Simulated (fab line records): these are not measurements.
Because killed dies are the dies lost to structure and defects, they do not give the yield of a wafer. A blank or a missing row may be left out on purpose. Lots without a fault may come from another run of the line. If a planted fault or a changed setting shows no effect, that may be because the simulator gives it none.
fab line records	flow sfq-line
[record] lots = 14	wafers = 42	last-day = 95
route steps=325 shown M2@100 JJ@196 M6@264 I7@297
lots untouched by any fault: they come from a run of this same line in which no faults occurred
start-h: hours from the record's opening day to when the first of the lot's shown wafers began	wait-h: time in hours since the lot's previous step	" repeats the value in the row above	L1.1+2: several wafers, shown together as one row	- value missing, or start not given	* or withheld: withheld	< > ~ a bound
route shown NAME@n: a module of which the file shows steps, and the number in the route of the first	usual: the fault-free wafers' mean and standard deviation	same: alike in all rows	chamber/n: place in a boat	sites: each site's reading	_std_site: standard deviation across them	_edge_site: inner sites' mean taken away from outer sites' mean	radius-mm: how far each site lies from the wafer's centre	mask NAME#n: copy n	behind: the tool/chamber that last shaped the wafer	hold: why the lot went on hold/how many hours it stayed there/how the hold came to an end	device: the transistor (n, p or np) that didn't switch	end of line: the tests these same wafers got at the end of their route	where a step has no rows: the recipe by itself	killed: count of dies lost to structure and defects at first sort (not the wafer's yield)	map: per-die view of a wafer (x killed, . not killed, _ where there is no die)
set.NAME: the setting the step ran with; set.NAME@STEP: the setting that earlier step ran with	model.NAME: the simulator's own value behind a step, which no gauge read
route steps across a sampled set of lots; one table per step, one row per wafer
services: from which hour (start-h, from the record's first day; less than 0 if before it) a tool's chamber was out of use, for how many hours, and why
[[steps]]
[step SFQ_TRILAYER_M2_ETCH_METAL_ETCH_060]
[recipe] target = Nb	stop-on = SiO2	mask-material = PR	chemistry = Cl2/Ar	target-depth-nm = 240	icp-w = 600	bias-w = 80	pressure-mtorr = 10	time-s = 120
[usual] drypump-motor-current-A = 5.7/0.42	oes-product-au = 0.897/0.0066
lot.wafer	tool	chamber	start-h	wait-h	drypump-motor-current-A	oes-product-au	rf-hours-counter-h
L924.2	rie-metal-03	1	747.90	0.1	5.3	0.890	-
L924.3	"	1	"	"	5.3	0.899	-
L924.4	"	1	"	"	5.3	0.908	-
L926.1	rie-metal-02	1	752.60	0.0	6.2	0.900	23
L926.4	"	0	"	"	5.4	0.897	-
L926.5	"	0	"	"	5.4	0.899	-
L928.3	rie-metal-02	0	756.24	0.1	5.4	0.887	-
L928.4	"	1	"	"	6.2	0.903	-
L928.5	"	0	"	"	5.4	0.888	-
L929.1	rie-metal-03	1	758.66	0.1	5.3	0.900	60
L929.3	"	1	"	"	5.3	0.903	-
L929.4	"	1	"	"	5.3	0.888	-
L930.4	rie-metal-04	1	759.84	0.1	6.1	0.910	-
L930.5	"	0	"	"	6.2	0.898	-
L930.6	"	1	"	"	6.1	0.895	-
L931.2	rie-metal-03	1	762.30	0.1	5.3	0.894	-
L931.4	"	1	"	"	5.3	0.892	-
L931.6	"	1	"	"	5.3	0.887	-
L932.1	rie-metal-04	0	764.60	0.0	6.2	0.903	102
L932.4	"	0	"	"	6.2	0.906	-
L932.5	"	0	"	"	6.2	0.892	-
L934.3	rie-metal-04	0	771.96	0.1	6.2	0.915	-
L934.4	"	1	"	"	6.1	0.904	-
L934.5	"	1	"	"	6.0	0.905	-
L935.2	rie-metal-03	0	774.58	0.0	5.4	0.897	55
L935.4	"	0	"	"	5.4	0.898	-
L935.6	"	1	"	"	5.3	0.913	-
L936.1	rie-metal-04	0	775.78	0.0	6.3	0.897	104
L936.2	"	1	"	"	6.1	0.904	134
L936.6	"	1	"	"	6.0	0.890	-
L941.2	rie-metal-04	1	782.98	0.0	6.1	0.894	136
L941.3	"	0	"	"	6.2	0.902	-
L941.4	"	1	"	"	6.0	0.891	-
L943.1	rie-metal-03	1	786.00	0.0	5.3	0.893	66
L943.2	"	0	"	"	5.3	0.894	58
L943.5	"	1	"	"	5.3	0.906	-
L946.3	rie-metal-02	1	952.47	0.1	6.2	0.895	-
L946.4	"	0	"	"	5.4	0.882	-
L946.6	"	0	"	"	5.4	0.881	-
L947.1	rie-metal-03	1	976.43	0.0	5.3	0.898	102
L947.3	"	0	"	"	5.4	0.905	-
L947.6	"	1	"	"	5.3	0.898	-
[step SFQ_TRILAYER_JJ_CE_STRIP_STRIP_120]
[recipe] gas = O2	power-w = 200	platen-temp-c = 40	overash-fraction = 0.65	chemistry = O2	pressure-mtorr = 50
[usual] drypump-motor-current-A = 5.7/0.37	oes-product-au = 1.004/0.0088
lot.wafer	tool	chamber	start-h	wait-h	drypump-motor-current-A	oes-product-au	rf-hours-counter-h
L924.2	rie-metal-01	0	1311.17	0.0	5.9	0.988	38
L924.3	"	0	"	"	5.9	0.997	-
L924.4	"	1	"	"	5.5	1.003	-
L926.1	rie-metal-04	0	1322.01	0.0	6.2	1.010	43
L926.4	"	0	"	"	6.2	1.012	-
L926.5	"	0	"	"	6.2	1.005	-
L928.3	rie-metal-04	0	1326.97	0.2	6.2	0.997	-
L928.4	"	1	"	"	6.1	0.996	-
L928.5	"	0	"	"	6.2	1.006	-
L929.1	rie-metal-03	0	1333.97	0.0	5.4	0.987	15
L929.3	"	1	"	"	5.3	0.992	-
L929.4	"	0	"	"	5.4	0.998	-
L930.4	rie-metal-03	0	1335.41	0.2	5.4	1.017	-
L930.5	"	1	"	"	5.3	1.001	-
L930.6	"	0	"	"	5.4	0.998	-
L931.2	rie-metal-03	0	1337.57	0.0	5.4	1.005	16
L931.4	"	1	"	"	5.3	0.997	-
L931.6	"	0	"	"	5.4	0.994	-
L932.1	rie-metal-01	0	1344.77	0.0	5.8	1.012	44
L932.4	"	1	"	"	5.4	1.013	-
L932.5	"	1	"	"	5.4	1.021	-
L934.3	rie-metal-04	1	1354.77	0.2	6.1	1.006	-
L934.4	"	0	"	"	6.3	1.023	-
L934.5	"	1	"	"	6.0	1.008	-
L935.2	rie-metal-04	0	1477.64	0.0	6.2	1.006	64
L935.4	"	0	"	"	6.2	1.011	-
L935.6	"	1	"	"	6.1	1.009	-
L936.1	rie-metal-04	1	1481.24	0.0	6.0	1.003	96
L936.2	"	0	"	"	6.2	0.995	64
L936.6	"	1	"	"	6.1	0.997	-
L941.2	rie-metal-03	1	1498.04	0.0	5.3	0.993	24
L941.3	"	1	"	"	5.3	0.992	-
L941.4	"	0	"	"	5.4	1.006	-
L943.1	rie-metal-03	1	1617.67	0.0	5.3	1.007	39
L943.2	"	0	"	"	5.4	0.997	51
L943.5	"	0	"	"	5.3	0.994	-
L946.3	rie-metal-04	1	1636.00	0.2	6.1	1.014	-
L946.4	"	0	"	"	6.2	1.012	-
L946.6	"	1	"	"	6.0	1.018	-
L947.1	rie-metal-01	1	1639.40	0.0	5.5	1.017	99
L947.3	"	1	"	"	5.5	1.008	-
L947.6	"	1	"	"	5.4	1.009	-
[step SFQ_TRILAYER_M6_STRIP_STRIP_163]
[recipe] gas = O2	power-w = 200	platen-temp-c = 40	overash-fraction = 0.65	chemistry = O2	pressure-mtorr = 50
[usual] drypump-motor-current-A = 5.9/0.32	oes-product-au = 1.006/0.008
lot.wafer	tool	chamber	start-h	wait-h	drypump-motor-current-A	oes-product-au	rf-hours-counter-h
L924.2	rie-metal-04	0	1599.16	0.1	6.2	1.017	84
L924.3	"	1	"	"	6.0	1.009	-
L924.4	"	0	"	"	6.2	1.020	-
L926.1	rie-metal-02	1	1672.49	0.1	6.2	0.999	18
L926.4	"	0	"	"	5.4	1.010	-
L926.5	"	0	"	"	5.4	1.012	-
L928.3	rie-metal-04	0	1745.72	0.2	6.2	1.006	-
L928.4	"	1	"	"	6.1	1.011	-
L928.5	"	1	"	"	6.0	1.001	-
L929.1	rie-metal-02	0	1898.49	0.1	5.4	1.007	114
L929.3	"	1	"	"	6.2	1.001	-
L929.4	"	0	"	"	5.4	1.012	-
L930.4	rie-metal-02	0	1901.09	0.2	5.4	1.000	-
L930.5	"	1	"	"	6.2	1.000	-
L930.6	"	0	"	"	5.4	1.003	-
L931.2	rie-metal-04	1	1903.29	0.1	6.0	1.015	16
L931.4	"	1	"	"	6.1	1.011	-
L931.6	"	1	"	"	6.0	1.008	-
L932.1	rie-metal-04	0	1912.89	0.1	6.2	1.007	130
L932.4	"	0	"	"	6.2	1.002	-
L932.5	"	0	"	"	6.2	1.007	-
L934.3	rie-metal-02	1	1927.32	0.2	6.2	0.998	-
L934.4	"	0	"	"	5.4	0.988	-
L934.5	"	1	"	"	6.2	1.002	-
L935.2	rie-metal-04	0	1930.72	0.1	6.2	1.001	134
L935.4	"	1	"	"	6.1	1.014	-
L935.6	"	1	"	"	6.1	1.006	-
L936.1	rie-metal-01	0	1934.32	0.1	5.9	1.002	122
L936.2	"	1	"	"	5.5	1.006	0
L936.6	"	0	"	"	5.9	0.989	-
L941.2	rie-metal-04	1	1953.70	0.4	6.0	1.007	-
L941.3	"	1	"	"	6.0	1.018	-
L941.4	"	1	"	"	6.1	1.011	-
L943.1	rie-metal-04	1	1959.50	0.2	6.0	1.006	29
L943.2	"	1	"	"	6.1	1.014	-
L943.5	"	1	"	"	6.1	1.011	-
L946.3	rie-metal-01	1	1991.23	0.5	5.4	1.007	-
L946.4	"	1	"	"	5.5	1.010	-
L946.6	"	1	"	"	5.4	0.996	-
L947.1	rie-metal-04	1	1991.85	0.1	6.1	1.004	35
L947.3	"	0	"	"	6.2	1.017	-
L947.6	"	1	"	"	6.1	0.996	-
[step SFQ_TRILAYER_I7_CMP_CMP_184]
[recipe] material = SiO2	down-force-psi = 3	platen-rpm = 60	pad-velocity-m-s = 0.94248
[usual] edge-zone-pressure-frac = 1.000/0.0052	motor-current-A = 10.0/0.98	time-to-endpoint-s = 216/8.9
lot.wafer	tool	chamber	start-h	wait-h	edge-zone-pressure-frac	motor-current-A	time-to-endpoint-s
L924.2	cmp-01	3	1724.79	0.0	1.001	9.5	225
L924.4	"	0	"	"	1.004	10.8	221
L924.3	"	1	"	"	0.998	10.2	216
L926.1	cmp-02	3	1798.03	0.5	0.993	11.7	209
L926.4	"	1	1799.03	1.5	0.992	8.6	212
L926.5	"	3	1800.03	2.5	0.995	11.2	216
L928.3	cmp-02	0	1847.27	0.5	1.002	9.9	214
L928.4	"	1	"	"	1.003	8.9	219
L928.5	"	3	1848.77	2.0	0.999	10.9	208
L929.4	cmp-01	1	2007.78	4.3	0.994	11.7	222
L929.1	"	2	"	"	1.003	10.0	196
L929.3	"	3	"	"	1.010	9.2	212
L930.4	cmp-02	1	2013.64	6.5	1.013	9.1	221
L930.6	"	2	"	"	0.999	8.9	234
L930.5	"	3	"	"	1.002	11.8	225
L931.2	cmp-01	1	2017.28	6.6	0.997	10.8	214
L931.4	"	2	"	"	1.008	10.1	203
L931.6	"	0	2018.78	8.1	1.000	10.5	220
L932.1	cmp-02	2	2024.64	8.0	0.991	8.4	233
L932.4	"	0	2025.64	8.9	0.998	10.2	241
L932.5	"	2	2026.64	9.9	0.987	8.8	235
L934.4	cmp-01	2	2034.28	3.6	0.997	10.1	205
L934.3	"	0	2035.28	4.6	1.002	10.6	202
L934.5	"	3	2036.78	6.1	1.001	9.2	205
L935.4	cmp-02	0	2036.14	3.7	1.002	10.0	123
L935.2	"	3	2037.64	5.2	1.010	11.6	118
L935.6	"	0	"	"	1.003	9.4	223
L936.1	cmp-02	2	2039.14	4.3	1.008	8.4	214
L936.2	"	3	"	"	0.995	11.4	117
L936.6	"	2	2041.14	6.3	1.003	8.6	220
L941.3	cmp-02	1	2063.14	1.9	0.996	9.1	224
L941.4	"	3	2064.14	2.9	1.002	12.0	220
L941.2	"	0	"	"	0.996	10.2	230
L943.1	cmp-01	0	2071.13	0.5	0.993	10.7	219
L943.2	"	1	"	"	1.006	11.0	220
L943.5	"	0	2073.13	2.5	0.999	10.8	214
L946.4	cmp-01	1	2104.65	6.4	0.997	10.6	228
L946.3	"	3	2105.65	7.5	1.000	9.5	219
L946.6	"	1	2106.65	8.4	1.003	11.0	228
L947.1	cmp-01	0	2108.15	8.8	1.000	10.8	208
L947.3	"	2	2109.15	9.8	0.998	9.5	190
L947.6	"	0	2110.15	10.7	1.002	10.6	214
[[services]]
tool	chamber	start-h	hours	kind
cmp-02	-	725.91	0.4	repair
cmp-02	-	748.01	4.0	pm
cmp-02	-	788.50	4.7	pm
rie-metal-02	-	790.26	0.8	repair
cmp-02	-	793.52	2.0	repair
rie-metal-03	0	819.71	21.8	repair
rie-metal-03	0	867.72	4.5	repair
rie-metal-04	0	871.60	8.3	repair
rie-metal-04	-	1006.30	28.1	pm
rie-metal-04	-	1050.96	1.0	repair
rie-metal-04	0	1059.79	4.8	repair
rie-metal-04	-	1099.68	2.8	pm
rie-metal-04	-	1149.86	0.4	repair
rie-metal-04	-	1261.02	1.1	repair
rie-metal-03	0	1348.04	5.8	repair
rie-metal-04	-	1357.07	0.4	repair
rie-metal-04	1	1535.69	44.0	repair
rie-metal-04	-	1545.24	0.8	repair
rie-metal-04	0	1545.38	7.4	repair
rie-metal-03	-	1581.35	2.8	pm
rie-metal-03	0	1642.64	11.3	repair
rie-metal-03	1	1740.91	10.2	repair
rie-metal-03	1	2006.65	2.2	repair
rie-metal-04	-	2010.27	0.1	repair
[[key]]
[first-sign] step = SFQ_TRILAYER_I7_CMP_CMP_184	reading = time-to-endpoint-s	direction = down	sigmas = 11	usual = *	struck = *
effect none on later readings
met-at SFQ_TRILAYER_I7_CMP_CMP_184
struck-lots L935,L936
struck-wafers L935.2,L935.4,L936.2
not-acting-at SFQ_TRILAYER_M2_ETCH_METAL_ETCH_060,SFQ_TRILAYER_JJ_CE_STRIP_STRIP_120,SFQ_TRILAYER_M6_STRIP_STRIP_163
onset-between 2024.64 2036.14
[fault] kind = process-parameter-drift	tool = cmp-02	chamber = -	onset-h = 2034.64	steps = SFQ_TRILAYER_I7_CMP_CMP_184	channel = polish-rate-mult	offset = 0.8	shape = step	end-h = 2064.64	scope = struck-wafers-only
